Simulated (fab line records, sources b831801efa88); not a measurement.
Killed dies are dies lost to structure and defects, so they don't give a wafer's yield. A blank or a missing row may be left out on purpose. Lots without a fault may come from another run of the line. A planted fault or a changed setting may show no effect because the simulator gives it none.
Which tool did it? | flow gf180mcu | 13 lots, 39 wafers sampled, at 1 step of a route of 602

WHAT THE GAUGES READ, wafer by wafer
GF_V1_OVL_MEAS_15. Usual: V1_OVL -1 nm, standard deviation 5.5.
lot  | measured     | on         | V1_OVL (nm) | flag
L160 | day 18 07:55 | overlay-01 | -3 -10 -13  |
L161 | day 18 15:28 | overlay-02 | -1 1 -3     |
L164 | day 20 02:06 | overlay-02 | -4 -3 -3    |
L165 | day 20 10:14 | overlay-01 | -4 -4 0     |
L169 | day 22 08:54 | overlay-02 | -6 -9 -10   |
L170 | day 22 19:27 | overlay-01 | -5 2 -9     |
L171 | day 22 22:43 | overlay-02 | -2 3 1      |
L172 | day 23 06:38 | overlay-02 | -9 -14 -14  |
L175 | day 24 06:08 | overlay-02 | 10 -4 1     |
L178 | day 24 19:44 | overlay-02 | -8 -16 -15  |
L179 | day 25 12:41 | overlay-02 | -8 4 0      |
L180 | day 25 13:41 | overlay-02 | -5 -4 -4    |
L182 | day 26 03:40 | overlay-02 | 2 2 5       |

WHICH TOOL RAN EACH LOT (tool, then ch and the chambers of the sampled wafers, then the start)
The record holds no process step before these readings.

WHAT THE TOOLS THEMSELVES READ (means of the sampled wafers that have a number; where no wafer has one, the mark that the record gives instead)
The record holds no such reading with a usual standard deviation.

THE ANSWER, worked out from the rows above alone
Rule: a lot is off if the mean of its wafers that have a number lies more than 3 standard deviations from the usual mean. A lot without any number at a reading at which 4 lots or more have one is off too. The other lots that the step has rows for count as sound. The gauges are gone through in route order, then the tools' own readings, and for those a lot's mean is taken as printed above. The first step at which some lot is off is used, and at that step the reading that is off furthest; a lot without a number counts as furthest.
No lot is off at any reading shown: from this, nothing can be told.

WHAT THE SIMULATOR HAD PUT IN
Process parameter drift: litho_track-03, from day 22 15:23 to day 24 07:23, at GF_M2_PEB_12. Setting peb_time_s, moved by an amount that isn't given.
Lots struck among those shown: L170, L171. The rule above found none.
